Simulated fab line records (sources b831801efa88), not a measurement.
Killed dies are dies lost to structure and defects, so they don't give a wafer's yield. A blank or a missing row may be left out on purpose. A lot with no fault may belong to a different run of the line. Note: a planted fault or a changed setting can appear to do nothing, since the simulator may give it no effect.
What tool caused it? -- flow sky130 -- 15 lots with 45 wafers sampled at 7 steps, on a route of 708 steps

## WHAT THE GAUGES SHOWED, per wafer
SKY_DNWELL_TW_MEAS_09.
lot,measured,on,DNWELL_TW
L404,day 3 03:32,film_metro-01,1097 1094 1093
L405,day 3 11:08,film_metro-03,1098 1108 1106
L406,day 3 13:41,film_metro-03,1109 1107 1102
L408,day 4 03:01,film_metro-03,1104 1106 1101
L409,day 4 07:41,film_metro-01,1090 1091 1091
L413,day 5 02:52,film_metro-01,1094 1090 1094
L414,day 5 08:53,film_metro-01,1086 1082 1083
L415,day 5 16:05,film_metro-01,1100 1094 1099
L416,day 5 22:47,film_metro-04,1109 1104 1104
L417,day 6 03:35,film_metro-03,1120 1121 1118
L418,day 6 06:33,film_metro-04,1117 1125 1115
L420,day 6 20:11,film_metro-04,1131 1137 1133
L423,day 7 13:29,film_metro-04,1121 1117 1115
L424,day 7 18:44,film_metro-04,1114 1117 1107
L425,day 7 23:20,film_metro-01,1091 1087 1095

SKY_PWDE_OVL_MEAS_07.
lot,measured,on,PWDE_OVL (nm)
L404,day 3 20:17,overlay-01,-0.1 -1.0 -0.8
L405,day 4 04:08,overlay-02,-1.0 -0.6 -1.8
L406,day 4 05:57,overlay-01,2.3 2.3 1.4
L408,day 4 20:40,overlay-02,-1.0 2.3 -0.7
L409,day 5 01:14,overlay-02,0.3 1.4 2.1
L413,day 5 20:20,overlay-02,-3.0 -2.4 -1.6
L414,day 6 02:59,overlay-01,0.2 -1.1 1.1
L415,day 6 10:39,overlay-02,-1.0 -2.4 -3.2
L416,day 6 17:20,overlay-01,1.4 1.3 0.2
L417,day 6 22:12,overlay-01,0.4 -0.2 -1.3
L418,day 7 01:17,overlay-02,-2.3 -1.6 -1.7
L420,day 7 16:33,overlay-01,1.8 0.1 -1.8
L423,day 8 09:41,overlay-01,-3.2 -0.2 -2.0
L424,day 8 14:56,overlay-02,-1.3 -1.6 -1.7
L425,day 8 19:20,overlay-01,-0.1 -0.2 1.0

SKY_VT_ADJUST_LVTN_OVL_MEAS_07.
lot,measured,on,VT_ADJUST_LVTN_OVL (nm)
L404,day 6 20:53,overlay-02,-0.5 -1.7 -3.1
L405,day 7 05:07,overlay-02,-0.1 -3.2 -0.2
L406,day 7 08:47,overlay-01,3.4 1.5 0.5
L408,day 8 02:13,overlay-01,1.3 0.0 -0.1
L409,day 8 07:41,overlay-01,1.2 0.2 1.1
L413,day 9 05:20,overlay-02,-1.4 -1.4 -0.8
L414,day 9 12:29,overlay-02,-0.9 0.7 1.1
L415,day 9 22:00,overlay-02,-0.8 -0.9 1.1
L416,day 10 05:26,overlay-01,-1.0 -0.4 -2.1
L417,day 10 11:58,overlay-01,-0.5 -0.7 0.3
L418,day 10 14:26,overlay-01,0.4 -1.1 -0.5
L420,day 11 07:37,overlay-02,-2.3 -1.2 -0.4
L423,day 12 05:13,overlay-01,- - -
L424,day 12 09:54,overlay-01,- - -
L425,day 12 15:05,overlay-02,- - -

SKY_VT_ADJUST_LVTN_TW_MEAS_21.
lot,measured,on,VT_ADJUST_LVTN_2_TW
L404,day 7 17:36,film_metro-01,185.7 185.7 184.7
L405,day 8 02:09,film_metro-04,191.5 191.0 191.4
L406,day 8 05:34,film_metro-01,184.7 184.5 184.5
L408,day 8 23:11,film_metro-01,184.4 185.1 185.1
L409,day 9 04:44,film_metro-02,186.2 186.3 187.5
L413,day 10 02:59,film_metro-02,186.2 187.5 186.7
L414,day 10 11:07,film_metro-04,190.3 190.6 190.9
L415,day 10 21:37,film_metro-04,190.9 191.3 190.9
L416,day 11 05:02,film_metro-01,186.4 185.8 185.7
L417,day 11 11:47,film_metro-02,187.0 186.2 186.9
L418,day 11 13:53,film_metro-04,190.1 190.5 189.5
L420,day 12 07:48,film_metro-02,187.8 187.3 187.5
L423,day 13 06:53,film_metro-02,265.3 266.3 265.6
L424,day 13 11:46,film_metro-04,270.1 270.7 270.7
L425,day 13 16:41,film_metro-04,270.1 269.0 270.5

SKY_VT_ADJUST_NCORE_TW_MEAS_11.
lot,measured,on,VT_ADJUST_NCORE_TW
L404,day 8 13:33,film_metro-02,218.5 218.6 218.5
L405,day 8 22:52,film_metro-01,214.5 214.3 214.3
L406,day 9 01:53,film_metro-01,216.7 217.2 217.6
L408,day 9 20:38,film_metro-01,217.0 217.2 216.9
L409,day 10 01:36,film_metro-03,216.9 217.5 217.3
L413,day 11 01:56,film_metro-02,216.9 217.1 215.4
L414,day 11 10:13,film_metro-03,216.8 217.6 218.3
L415,day 11 21:22,film_metro-02,215.9 215.9 215.6
L416,day 12 05:16,film_metro-03,218.4 216.7 217.7
L417,day 12 12:16,film_metro-01,216.8 216.6 215.4
L418,day 12 14:28,film_metro-01,214.7 216.5 216.7
L420,day 13 08:53,film_metro-02,218.1 218.3 218.6
L423,day 14 08:25,film_metro-01,278.6 277.5 278.2
L424,day 14 14:05,film_metro-02,279.4 282.5 280.0
L425,day 14 19:01,film_metro-02,279.7 280.1 280.1

## WHAT TOOL EACH LOT RAN ON (gives the tool, then ch and the chambers of the sampled wafers, and finally the start)
lot,SKY_FIELD_ISO_ETCH_17,SKY_VT_ADJUST_LVTN_COAT_02
L404,"rie_si-01 ch 0,1,2, day 2 05:42","litho_track-04 ch 0, day 6 11:30"
L405,"rie_si-01 ch 0,1,2, day 2 11:06","litho_track-02 ch 0, day 6 19:14"
L406,"rie_si-01 ch 0,3, day 2 15:03","litho_track-03 ch 0, day 6 22:08"
L408,"rie_si-02 ch 1,2,3, day 3 02:21","litho_track-02 ch 0, day 7 16:02"
L409,"rie_si-01 ch 0,3, day 3 07:03","litho_track-04 ch 0, day 7 21:05"
L413,"rie_si-02 ch 0,1, day 4 03:57","litho_track-04 ch 0, day 8 18:41"
L414,"rie_si-01 ch 0,1,2, day 4 08:45","litho_track-04 ch 0, day 9 01:47"
L415,"rie_si-01 ch 0,2,3, day 4 16:36","litho_track-03 ch 0, day 9 11:02"
L416,"rie_si-02 ch 1,3, day 4 22:12","litho_track-04 ch 0, day 9 18:08"
L417,"rie_si-02 ch 0,1, day 5 02:06","litho_track-02 ch 0, day 10 00:29"
L418,"rie_si-01 ch 1,3, day 5 05:00","litho_track-04 ch 0, day 10 02:44"
L420,"rie_si-02 ch 0,1,2, day 5 15:33","litho_track-02 ch 0, day 10 20:26"
L423,"rie_si-01 ch 0,3, day 6 08:36","litho_track-03, day 11 16:49"
L424,"rie_si-01 ch 0,1,3, day 6 12:51","litho_track-02, day 11 21:54"
L425,"rie_si-02 ch 0,2,3, day 6 20:52","litho_track-04, day 12 02:59"
- SKY_FIELD_ISO_ETCH_17: etches Si in HBr/Cl2/O2, target depth 342 nm, time 97.7 s.
- SKY_VT_ADJUST_LVTN_COAT_02: resist thk 3000 nm.

## AS READ BY THE TOOLS THEMSELVES (means over the sampled wafers that have a number; for cases with no such wafer, the mark the record gives instead)
SKY_FIELD_ISO_ETCH_17.
lot,tool,drypump_motor_current_A (A),he_backside_leak_sccm (sccm),oes_product_au (a.u.),throttle_valve_pct (%)
L404,rie_si-01,5.8,2.56,0.998,25.656
L405,rie_si-01,5.8,2.57,0.992,25.660
L406,rie_si-01,5.7,2.54,0.999,25.654
L408,rie_si-02,6.0,2.81,1.010,25.646
L409,rie_si-01,6.1,2.52,0.999,25.655
L413,rie_si-02,5.5,2.90,1.006,25.651
L414,rie_si-01,5.8,2.67,0.995,25.661
L415,rie_si-01,5.6,2.60,0.992,25.653
L416,rie_si-02,5.9,2.96,1.017,25.665
L417,rie_si-02,5.5,2.95,1.009,25.643
L418,rie_si-01,5.6,2.75,1.006,25.647
L420,rie_si-02,5.9,2.80,1.007,25.653
L423,rie_si-01,6.1,2.50,0.990,25.666
L424,rie_si-01,5.9,2.62,0.994,25.662
L425,rie_si-02,5.7,2.64,1.006,25.657

SKY_VT_ADJUST_LVTN_COAT_02.
lot,tool,chill_plate_temp_C (C),dispense_pressure_kPa (kPa)
L404,litho_track-04,22.93,46.0
L405,litho_track-02,23.01,48.4
L406,litho_track-03,22.86,47.1
L408,litho_track-02,23.09,48.4
L409,litho_track-04,23.01,45.9
L413,litho_track-04,22.87,46.0
L414,litho_track-04,22.99,46.0
L415,litho_track-03,22.81,47.2
L416,litho_track-04,22.90,45.9
L417,litho_track-02,22.99,48.4
L418,litho_track-04,22.96,45.9
L420,litho_track-02,23.07,48.5
L423,litho_track-03,-,-
L424,litho_track-02,-,-
L425,litho_track-04,-,-

## THE ANSWER, worked out from the rows above alone
Rule: the lots themselves supply what counts as usual. The widest of any qualifying gaps counts: lots, ordered by their means at a reading, are off when they make up no more than a third of the lots, leave a main group of 4 or more, and stand apart from it by 3 or more times the standard deviation of that group's means. If all means in a main group match to the digits the tables above print for the reading, that group is not used. Also off: a lot with no number at a reading for which 4 or more lots have one. All remaining lots with rows at the step are treated as sound. First the gauges in route order, then the tools' own readings, where a lot's mean is used as printed above. At the first step where some lot is off, the reading lying furthest off is the one used; lots without a number count as furthest.
Off: L423, L424, L425, seen at SKY_VT_ADJUST_LVTN_OVL_MEAS_07 (VT_ADJUST_LVTN_OVL). Without a number there: L423, L424, L425. The main group has a mean of -0.3 nm with a standard deviation of 1.
A tool fits if, at a process step before that reading, it ran every lot that is off, and no sound lot after the first of them. Not tried: the gauges at SKY_VT_ADJUST_LVTN_OVL_MEAS_07; whatever is off there is also off at SKY_VT_ADJUST_LVTN_TW_MEAS_21, on other tools, and gauge error can't account for it. No candidate that was tried fits.

## WHAT THE SIMULATOR HAD PUT IN
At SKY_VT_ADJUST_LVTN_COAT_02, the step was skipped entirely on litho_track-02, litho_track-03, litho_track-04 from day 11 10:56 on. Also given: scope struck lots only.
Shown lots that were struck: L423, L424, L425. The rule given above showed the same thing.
